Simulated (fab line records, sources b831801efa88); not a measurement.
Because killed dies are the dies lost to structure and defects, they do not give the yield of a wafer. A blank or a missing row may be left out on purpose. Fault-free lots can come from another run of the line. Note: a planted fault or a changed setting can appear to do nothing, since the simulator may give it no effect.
Which of the tools did it? || flow gf180mcu || 6 lots (18 wafers sampled), 1 step of a 602-step route

## WHAT THE GAUGES READ, wafer by wafer
GF_M3_RS_MEAS_05: the measuring method here is four-point-probe.
{"lot": "L602", "measured": "day 21 19:49", "on": "film_metro-02", "M3_ALCU_RS (ohm/sq)": "0.0702 0.0702 0.0700"}
{"lot": "L604", "measured": "day 22 17:28", "on": "film_metro-04", "M3_ALCU_RS (ohm/sq)": "0.0701 0.0687 0.0690"}
{"lot": "L607", "measured": "day 23 16:46", "on": "film_metro-03", "M3_ALCU_RS (ohm/sq)": "0.0690 0.0693 0.0691"}
{"lot": "L616", "measured": "day 26 16:08", "on": "film_metro-04", "M3_ALCU_RS (ohm/sq)": "0.0690 0.0699 0.0688"}
{"lot": "L618", "measured": "day 27 01:58", "on": "film_metro-04", "M3_ALCU_RS (ohm/sq)": "0.0687 0.0677 0.0681"}
{"lot": "L620", "measured": "day 27 16:25", "on": "film_metro-04", "M3_ALCU_RS (ohm/sq)": "0.0701 0.0697 0.0698"}

## TOOL THAT RAN EACH LOT (tool first, then ch and the chambers of the sampled wafers, then the start)
There is no process step in the record ahead of these readings.

## THE ANSWER, worked out from the rows above alone
Rule: the lots themselves supply what counts as usual. Put in order of their means at a reading, lots are off if they are a third of the lots or fewer, leave a main group of 4 or more, and stand apart from it by a gap of 3 or more times the standard deviation of the main group's means; of several such gaps the widest counts. The tables above print the reading to a certain number of digits; a main group whose means all agree to those digits is not used. Also off: a lot with no number at a reading for which 4 or more lots have one. Any other lot the step has rows for is counted as sound.
Nothing can be told from this: no lot is off at any reading shown.

## WHAT WAS PUT IN BY THE SIMULATOR
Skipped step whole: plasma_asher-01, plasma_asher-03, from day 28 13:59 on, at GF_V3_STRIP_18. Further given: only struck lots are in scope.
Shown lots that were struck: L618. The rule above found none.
